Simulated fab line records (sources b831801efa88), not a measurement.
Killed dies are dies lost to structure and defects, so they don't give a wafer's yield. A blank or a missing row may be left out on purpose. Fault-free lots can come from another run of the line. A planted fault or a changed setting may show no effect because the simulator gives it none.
Struck lot and sound lot, side by side + flow sfq line + 13 steps out of a route of 325
Sound: wafers L481.1, L481.4, L481.5. Struck: wafer L484.5 (left out: L484.3, L484.4 of the same lot, which were not struck); the cause appears at the end.
For every step that has rows: the tool of each side, followed by ch and its chambers, followed by its first start. Under that, the readings that differ: sound wafers + struck wafers + difference of the means + sigmas: that difference in standard deviations of wafers without a fault.
alike: words and numbers the same on both sides, and readings whose means are apart by under 2 such deviations; not compared: readings that were withheld, readings missing a value for some wafer, numbers with overlapping values and no deviation given by the record, and bounds like >300 which may hide the same value.
The two part at a step that has a row with sigmas, a row that says differs or no value, or rows on one side only. Numbers that have no deviation but don't overlap get no sigmas and don't part them. A reading missing from all wafers of one side parts the sides only when that side holds two or more wafers.

first, 1 step without rows for these wafers: SFQ_TRILAYER_M3_DEP_PRE_CLEAN_074 (time 22.5 s).
SFQ_TRILAYER_M3_DEP_SPUTTER_073: material Nb, target thk 200 nm, time 133.3 s.
  sound: pvd sputter-04 at day 31 19:27; struck: pvd sputter-03 at day 38 16:31
  alike: resputter cathode voltage v, throttle valve pct
SFQ_M3_RS_MEAS_919: a four-point-probe measurement.
  sound: film metro-04 at day 31 19:32; struck: film metro-04 at day 38 16:38
  alike: M3_NB_RS
then, 6 steps without rows for these wafers: SFQ_TRILAYER_M3_LITHO_COAT_080 (resist thk 62 nm); SFQ_TRILAYER_M3_LITHO_COAT_075 (resist thk 600 nm); SFQ_TRILAYER_M3_LITHO_SOFTBAKE_079; SFQ_TRILAYER_M3_LITHO_EXPOSE_076 (exposes mask M3, target cd 500 nm); SFQ_TRILAYER_M3_LITHO_PEB_078 (peb time 60 s); SFQ_TRILAYER_M3_LITHO_DEVELOP_077 (time 60 s).
SFQ_M3_OVL_MEAS_921:
  sound: overlay-02 at day 36 23:43; struck: overlay-01 at day 38 19:02
  alike: M3_OVL
SFQ_TRILAYER_M3_BARC_OPEN_METAL_ETCH_100: etches BARC in O2, target depth 125 nm, time 41.7 s.
  sound on rie metal-03 ch 0,1, day 36 23:45; struck on rie metal-02 ch 0, day 38 19:05
  alike: drypump motor current A, oes product au, run length s
  not compared: rf hours counter h
SFQ_TRILAYER_M3_ETCH_METAL_ETCH_078: etches Nb in Cl2/Ar, stops on SiO2, target depth 240 nm, time 120 s.
  sound on rie metal-03 ch 0,1, day 36 23:49; struck on rie metal-02 ch 0, day 38 19:10
| reading                                             | sound             | struck | difference | sigmas |
|-----------------------------------------------------|-------------------|--------|------------|--------|
| oes product au (a.u.)                               | 0.896 0.888 0.891 | 0.809  | -0.083     | -11    |
| run length s (s)                                    | 148.6 147.9 147.7 | 174.3  | +26.2      | +62    |
| model.KrF_of_TRILAYER_M3_LITHO_COAT_075.thk nm (nm) | 378.5 382.4 384.9 | 353.8  | -28.1      |        |
| model.M3.feature depth nm (nm)                      | 199.7 199.4 200.6 | 207    | +7         |        |
| model.SiO2_of_TRILAYER_I2_DEP_PECVD_063.thk nm (nm) | 192.1 190.8 191.2 | 185.7  | -5.7       |        |
  alike: drypump motor current A
  not compared: rf hours counter h
SFQ_TRILAYER_M3_STRIP_STRIP_079: strips in O2.
  sound on rie metal-03 ch 0,1, day 36 23:56; struck on rie metal-02 ch 0, day 38 19:27
  alike: drypump motor current A, oes product au
  not compared: rf hours counter h

== WHERE THEY PART ==
Only at SFQ_TRILAYER_M3_ETCH_METAL_ETCH_078, as far as this record shows. Later steps at which nothing parts them and some readings are alike: SFQ_TRILAYER_M3_STRIP_STRIP_079.

WHY: whatever the simulator had introduced
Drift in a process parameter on rie metal-02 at SFQ_TRILAYER_M3_ETCH_METAL_ETCH_078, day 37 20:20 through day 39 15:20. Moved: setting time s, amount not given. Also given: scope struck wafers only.
